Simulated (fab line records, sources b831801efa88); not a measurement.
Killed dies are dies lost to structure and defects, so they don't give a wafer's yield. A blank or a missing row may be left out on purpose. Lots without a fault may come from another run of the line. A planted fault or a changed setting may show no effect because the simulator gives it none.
fab line records | flow sky130
record lots=15 wafers=45 last_day=50
route steps=708 shown VIA2@529 METAL3@532 CAPM@546
lots that met no fault: from a run of the same line without faults
start_h: hours from the record's first day to the start of the lot's first wafer shown | wait_h: hours since the lot's step before | " the same as in the row above | L1.1+2: a row that stands for several wafers | - no value, or no start given | * or withheld: withheld | < > ~ a bound
route shown NAME@n: a module of which the file shows steps, and the number in the route of the first | usual: mean/standard deviation of fault-free wafers | same: alike in all rows | chamber/n: place in a boat | sites: the reading at each site | _std_site: their standard deviation | _edge_site: outer sites' mean less inner sites' | radius_mm: how far each site lies from the wafer's centre | mask NAME#n: copy n | behind: the tool/chamber that last shaped the wafer | hold: why the lot was held/for how many hours/how that ended | device: the transistor (n, p or np) that didn't switch | end of line: the same wafers' tests at the end of the route | a step without rows: its recipe alone | killed: dies lost to structure and defects at the first sort, not the wafer's yield | map: a wafer's dies, x killed, . not, _ none there
set.NAME: the setting as run; set.NAME@STEP: as run at that earlier step | model.NAME: the simulator's own value behind a step, which no gauge read
steps of the route over a sample of lots; a table a step, a row a wafer
services: from which hour (start_h, from the record's first day; less than 0 if before it) a tool's chamber was out of use, for how many hours, and why
## steps
# step SKY_VIA2_RS_MEAS_22
# recipe thk_meas_gauge=four-point-probe reads=W_of_VIA2_CVD_21+TiN_of_VIA2_SPUTTER_20
# usual VIA2_W_RS=0.274/0.005
# columns lot.wafer tool chamber start_h wait_h VIA2_W_RS[ohm/sq]
L765.2 film_metro-02 - 841.34 0.1 0.278
L765.3 " - " " 0.280
L765.5 " - " " 0.280
L768.2 film_metro-01 - 871.65 0.1 0.267
L768.5 " - " " 0.276
L768.6 " - " " 0.271
L766.2 film_metro-02 - 872.98 0.1 0.276
L766.3 " - " " 0.264
L766.4 " - " " 0.276
L767.1 film_metro-02 - 873.83 0.1 0.275
L767.5 " - " " 0.275
L767.6 " - " " 0.267
L769.2 film_metro-03 - 883.86 0.1 0.279
L769.3 " - " " 0.280
L769.4 " - " " 0.278
L770.1 film_metro-01 - 884.87 0.1 0.278
L770.2 " - " " 0.273
L770.6 " - " " 0.279
L771.2 film_metro-03 - 893.67 0.1 0.278
L771.4 " - " " 0.270
L771.6 " - " " 0.279
L772.2 film_metro-03 - 895.99 0.1 0.274
L772.3 " - " " 0.274
L772.4 " - " " 0.267
L778.2 film_metro-01 - 981.24 0.1 0.280
L778.3 " - " " 0.280
L778.5 " - " " 0.279
L781.4 film_metro-01 - 981.99 0.1 0.276
L781.5 " - " " 0.273
L781.6 " - " " 0.264
L783.4 film_metro-03 - 983.17 0.1 0.275
L783.5 " - " " 0.274
L783.6 " - " " 0.266
L780.2 film_metro-02 - 983.74 0.1 0.261
L780.4 " - " " 0.273
L780.5 " - " " 0.272
L784.2 film_metro-03 - 986.46 0.1 0.274
L784.3 " - " " 0.274
L784.4 " - " " 0.267
L785.1 film_metro-03 - 994.83 0.1 0.276
L785.3 " - " " 0.275
L785.6 " - " " 0.273
L787.1 film_metro-01 - 1021.47 0.1 0.279
L787.4 " - " " 0.270
L787.5 " - " " 0.276
# step SKY_VIA2_CMP_24
# recipe stop_on=SiO2 t_overpolish_s=20 down_force_psi=3.5 platen_rpm=60 target_thk_nm=0 pad_velocity_m_s=0.94248
# usual motor_current_A=11.9/1.3 overpolish_run_s=20.000/0.0087 time_to_endpoint_s=101/3.5
# columns lot.wafer tool chamber start_h wait_h motor_current_A overpolish_run_s time_to_endpoint_s
L765.3 cmp-02 0 841.55 0.1 10.8 20.004 97
L765.2 " 1 " " 12.3 19.991 101
L765.5 " 0 " " 10.2 19.996 99
L768.2 cmp-02 0 871.81 0.0 10.4 19.998 104
L768.5 " 0 " " 10.1 19.997 99
L768.6 " 1 " " 11.6 20.001 102
L766.2 cmp-01 2 873.19 0.1 13.1 19.998 99
L766.4 " 3 " " 14.3 20.002 104
L766.3 " 0 " " 10.4 19.995 106
L767.1 cmp-02 0 874.12 0.2 10.0 19.999 100
L767.6 " 2 " " 13.6 20.010 106
L767.5 " 3 " " 12.5 20.010 103
L769.3 cmp-02 1 884.06 0.1 11.6 20.006 103
L769.4 " 2 " " 13.4 19.990 106
L769.2 " 0 " " 10.4 19.997 105
L770.1 cmp-02 1 885.05 0.1 11.8 20.005 101
L770.2 " 3 " " 11.7 20.005 105
L770.6 " 2 " " 13.2 19.989 102
L771.2 cmp-01 2 893.83 0.0 12.5 19.972 91
L771.4 " 3 " " 13.2 19.996 101
L771.6 " 3 " " 14.0 19.995 98
L772.2 cmp-01 2 896.15 0.0 13.0 19.993 94
L772.3 " 3 " " 13.6 19.999 101
L772.4 " 1 " " 10.0 20.016 103
L778.3 cmp-01 0 981.40 0.0 10.0 20.006 100
L778.2 " 3 " " 13.1 20.007 102
L778.5 " 0 " " 9.9 20.006 104
L781.4 cmp-02 2 982.27 0.2 13.8 19.982 99
L781.5 " 1 " " 11.3 20.001 101
L781.6 " 2 " " 13.8 20.000 102
L783.4 cmp-02 0 983.39 0.1 10.7 19.994 96
L783.5 " 2 " " 12.9 19.996 101
L783.6 " 3 " " 12.3 20.001 102
L780.2 cmp-02 2 983.90 0.0 12.8 20.010 105
L780.4 " 3 " " 12.3 19.995 95
L780.5 " 3 " " 11.9 20.018 95
L784.4 cmp-01 2 986.67 0.1 12.4 20.013 100
L784.2 " 3 " " 13.4 19.996 99
L784.3 " 0 " " 9.8 20.000 103
L785.1 cmp-02 0 995.01 0.1 10.7 20.009 98
L785.3 " 1 " " 11.7 19.986 99
L785.6 " 1 " " 11.8 20.019 97
L787.1 cmp-01 3 1021.70 0.1 13.6 20.012 97
L787.4 " 0 " " 10.0 19.995 100
L787.5 " 3 " " 13.7 19.987 97
# step SKY_METAL3_SPUTTER_00
# recipe material=Ti target_thk_nm=15 power_w=3000 time_s=10 chamber_pressure_pa=0.4
# usual throttle_valve_pct=30.3/0.98
# columns lot.wafer tool chamber start_h wait_h throttle_valve_pct
L765.2 pvd_sputter-03 - 841.80 0.1 29.6
L765.3 " - " " 30.9
L765.5 " - " " 31.0
L768.2 pvd_sputter-02 - 872.11 0.2 29.2
L768.5 " - " " 30.1
L768.6 " - " " 31.7
L766.2 pvd_sputter-04 - 873.44 0.2 31.3
L766.3 " - " " 28.7
L766.4 " - " " 30.2
L767.1 pvd_sputter-02 - 874.32 0.1 31.8
L767.5 " - " " 30.1
L767.6 " - " " 32.1
L769.2 pvd_sputter-04 - 884.36 0.1 30.5
L769.3 " - " " 29.1
L769.4 " - " " 31.2
L770.1 pvd_sputter-04 - 885.35 0.2 29.2
L770.2 " - " " 30.0
L770.6 " - " " 30.5
L771.2 pvd_sputter-04 - 894.13 0.2 31.0
L771.4 " - " " 29.0
L771.6 " - " " 30.6
L772.2 pvd_sputter-04 - 896.45 0.2 29.1
L772.3 " - " " 30.0
L772.4 " - " " 30.7
L778.2 pvd_sputter-02 - 981.70 0.1 29.9
L778.3 " - " " 29.4
L778.5 " - " " 31.6
L781.4 pvd_sputter-02 - 982.52 0.2 29.8
L781.5 " - " " 31.7
L781.6 " - " " 29.5
L783.4 pvd_sputter-03 - 983.59 0.1 31.0
L783.5 " - " " 29.7
L783.6 " - " " 29.3
L780.2 pvd_sputter-04 - 984.20 0.2 28.9
L780.4 " - " " 30.5
L780.5 " - " " 29.0
L784.2 pvd_sputter-04 - 986.92 0.1 31.0
L784.3 " - " " 28.8
L784.4 " - " " 30.8
L785.1 pvd_sputter-04 - 995.31 0.2 30.5
L785.3 " - " " 28.9
L785.6 " - " " 30.3
L787.1 pvd_sputter-02 - 1021.95 0.2 29.4
L787.4 " - " " 31.8
L787.5 " - " " 30.0
# step SKY_CAPM_EXPOSE_09
# recipe mask_id=CAPM na=0.6 source_shape=conventional sigma_outer=0.6 polarization=unpolarized target_cd_nm=1000 dose_mj=159
# usual exposure_dose_mJ_cm2=159.02/0.15 focus_offset_nm=0.0/0.56
# columns lot.wafer tool chamber start_h wait_h mask exposure_dose_mJ_cm2 focus_offset_nm
L765.2 iline_stepper-02 0 854.60 - CAPM#0 159.06 0.7
L765.3 " 0 " " CAPM#0 159.12 0.0
L765.5 " 0 " " CAPM#0 158.92 0.4
L768.2 iline_stepper-01 0 885.03 - CAPM#0 158.97 0.0
L768.5 " 0 " " CAPM#0 158.95 0.2
L768.6 " 0 " " CAPM#0 158.92 -0.4
L766.2 iline_stepper-01 0 885.67 - CAPM#0 159.09 0.2
L766.3 " 0 " " CAPM#0 158.94 0.3
L766.4 " 0 " " CAPM#0 159.04 0.6
L767.1 iline_stepper-02 0 887.18 - CAPM#0 159.16 0.6
L767.5 " 0 " " CAPM#0 158.97 0.0
L767.6 " 0 " " CAPM#0 158.89 -0.1
L769.2 iline_stepper-02 0 898.35 - CAPM#0 159.13 0.2
L769.3 " 0 " " CAPM#0 158.88 -0.2
L769.4 " 0 " " CAPM#0 158.99 0.5
L770.1 iline_stepper-02 0 899.20 - CAPM#0 159.33 -0.6
L770.2 " 0 " " CAPM#0 159.31 -0.7
L770.6 " 0 " " CAPM#0 159.20 -0.3
L771.2 iline_stepper-02 0 906.27 - CAPM#0 159.17 -0.6
L771.4 " 0 " " CAPM#0 159.23 -0.2
L771.6 " 0 " " CAPM#0 159.15 0.0
L772.2 iline_stepper-02 0 908.37 - CAPM#0 159.11 1.0
L772.3 " 0 " " CAPM#0 159.25 0.6
L772.4 " 0 " " CAPM#0 159.05 0.1
L778.2 iline_stepper-01 - 993.43 - CAPM#0 - -
L778.3 " - " " CAPM#0 - -
L778.5 " - " " CAPM#0 - -
L781.4 iline_stepper-01 - 994.41 - CAPM#0 - -
L781.5 " - " " CAPM#0 - -
L781.6 " - " " CAPM#0 - -
L783.4 iline_stepper-01 0 995.91 - CAPM#0 158.77 -0.3
L783.5 " 0 " " CAPM#0 158.76 -0.9
L783.6 " 0 " " CAPM#0 158.69 -0.3
L780.2 iline_stepper-01 - 996.77 - CAPM#0 - -
L780.4 " - " " CAPM#0 - -
L780.5 " - " " CAPM#0 - -
L784.2 iline_stepper-01 0 999.85 - CAPM#0 159.07 1.0
L784.3 " 0 " " CAPM#0 159.12 0.6
L784.4 " 0 " " CAPM#0 158.99 1.0
L785.1 iline_stepper-02 0 1007.47 - CAPM#0 158.83 -0.3
L785.3 " 0 " " CAPM#0 159.03 0.2
L785.6 " 0 " " CAPM#0 159.02 -1.0
L787.1 iline_stepper-01 0 1033.07 - CAPM#0 158.82 0.5
L787.4 " 0 " " CAPM#0 158.84 -0.3
L787.5 " 0 " " CAPM#0 158.76 0.1
## services
# columns tool chamber start_h hours kind
cmp-01 - 819.24 15.2 pm
iline_stepper-01 - 820.32 1.7 pm
iline_stepper-02 0 832.50 - calibration
iline_stepper-01 - 832.70 1.3 repair
iline_stepper-01 0 857.77 - calibration
cmp-01 - 903.06 1.9 repair
cmp-02 - 909.36 3.7 repair
cmp-01 - 918.48 4.0 pm
iline_stepper-02 - 919.11 1.7 pm
cmp-01 - 922.48 - consumable_replace:conditioner
cmp-01 - 922.48 - consumable_replace:pad
iline_stepper-02 - 940.63 3.3 repair
cmp-02 - 944.08 5.3 pm
cmp-01 - 951.34 1.1 repair
cmp-01 - 951.41 1.3 repair
pvd_sputter-02 - 961.41 1.0 repair
pvd_sputter-04 - 1003.23 9.5 repair
cmp-02 - 1012.77 1.6 repair
pvd_sputter-04 - 1027.26 2.3 repair
## key
first_sign step=SKY_CAPM_EXPOSE_09 reading=tool_record direction=missing
effect none on later readings
met_at SKY_CAPM_EXPOSE_09
struck_lots L778,L780,L781
later_rows_left_out L778.2,L778.3,L778.5,L780.2,L780.4,L780.5,L781.4,L781.5,L781.6
sort_left_out L778.2,L778.3,L778.5,L780.2,L780.4,L780.5,L781.4,L781.5,L781.6
not_acting_at SKY_VIA2_RS_MEAS_22,SKY_VIA2_CMP_24,SKY_METAL3_SPUTTER_00
onset_between 885.67 993.43
fault kind=skipped_step_whole tool=iline_stepper-01 chamber=- onset_h=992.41 steps=SKY_CAPM_EXPOSE_09 scope=struck_lots_only
# sort_left_out: the simulated sort isn't trusted on such a fault, so these wafers' sort isn't shown, and their yield isn't known
# later_rows_left_out: the simulator's readings of these wafers behind a module that went badly wrong aren't trusted and aren't shown, but for the sort
